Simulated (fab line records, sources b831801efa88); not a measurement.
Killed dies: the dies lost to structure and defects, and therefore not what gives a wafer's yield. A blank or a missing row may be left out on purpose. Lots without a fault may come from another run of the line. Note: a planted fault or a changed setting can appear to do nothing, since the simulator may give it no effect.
Problem report, 8D (eight disciplines) form, completed by code | flow sky130 | the parts of the form that need people (team, actions taken, sign-off) are left out

## 1. THE ISSUE
NWELL_TW at SKY_NWELL_TW_MEAS_15 reads a mean of 30 on 3 wafers of 1 lot; wafers without a fault read 1809 with a standard deviation of 17. That is -99 or more standard deviations from the usual mean.
The first sign was on wafer L892.1 at day 6 23:07, on film_metro-04. At this step, 39 wafers from 13 lots have a number in the record. By rule, "out" or "out of limits" means more than 4 standard deviations away from the usual mean. The rest of the wafers with a number are treated as sound.

## 2. WHAT THIS IS AND IS NOT
question                    | is                     | is not
which readings at this step | NWELL_TW               | -
which lots                  | L892                   | L883, L884, L885, L896, L899, L900, L901, L902, L903, L904, L905, L906
which wafers of those lots  | all that have a number | -
read on which gauges        | film_metro-04          | film_metro-01, film_metro-02
when                        | from day 6 23:07       | up to then (9 sound wafers); but 27 sound wafers of L896, L899, L900, L901, L902, L903, L904, L905, L906 came after

## 3. WHAT RULES OUT EACH SUSPECT
Counting: a tool stays on the suspect list if, at a process step up to the reading, it processed all lots that are out and no sound lot following the first of them.
- the gauge at SKY_NWELL_TW_MEAS_15 has been ruled out. All the wafers that are out were read on film_metro-04, but those of them that SKY_PWDE_STRIP_09 has rows for are out there too, on other tools.
- plasma_asher-01 at SKY_PWDE_STRIP_09 (strips in O2/N2): ruled out as a lasting fault. After its first lot that is out, L892 (day 6 03:29), sound lots L900, L905, L906 ran on it.
- plasma_asher-04 at SKY_NWELL_STRIP_14 (strips in O2/N2): ruled out as a lasting fault. After its first lot that is out, L892 (day 6 23:01), sound lots L901, L902, L906 ran on it.
Left after counting: nothing in the record.

## 4. THE CAUSE (what the simulator had put in)
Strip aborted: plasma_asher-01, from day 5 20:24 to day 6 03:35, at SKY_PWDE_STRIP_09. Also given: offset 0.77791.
Counting ruled it out, wrongly: the rule takes a fault to strike every lot that its tool runs from its start on, and this one did not.

## 5. THE EFFECT CHAIN, in route order
Rows list readings where the struck wafers' mean (over those with a number) sits beyond 3 standard deviations from the usual. Readings are gone through only where the record gives a usual standard deviation; hours: the median, over the lots, of the time from a lot's start at the first step in this table giving one to that lot's start at this step; sigmas: the change measured in usual standard deviations.
hours | step                 | reading                  | usual      | on struck wafers | change | sigmas
0     | SKY_PWDE_STRIP_09    | oes_product_au           | 0.722 a.u. | 0.928            | +0.206 | +47
20    | SKY_NWELL_STRIP_14   | strip_time_to_endpoint_s | 37.02 s    | 61.43            | +24.41 | +99 or more
20    | SKY_NWELL_TW_MEAS_15 | NWELL_TW                 | 1809       | 30               | -1779  | -99 or more
Here are the process steps it includes:
- SKY_PWDE_STRIP_09: strips in O2/N2.
- SKY_NWELL_STRIP_14: strips in O2/N2.
Readings that are blank on the struck wafers while sound wafers have them: strip_time_to_endpoint_s at SKY_PWDE_STRIP_09.

## 6. HOW IT WOULD HAVE BEEN CAUGHT EARLIER
27 hours passed between the start of the fault at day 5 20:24 and the first reading out of limits at a measuring or inspecting step in this record, taken at day 6 23:07.
The tool's own readings at SKY_PWDE_STRIP_09 were out on every struck wafer that the step has a row for (oes_product_au): an alarm limit on them would have fired on the first of those.
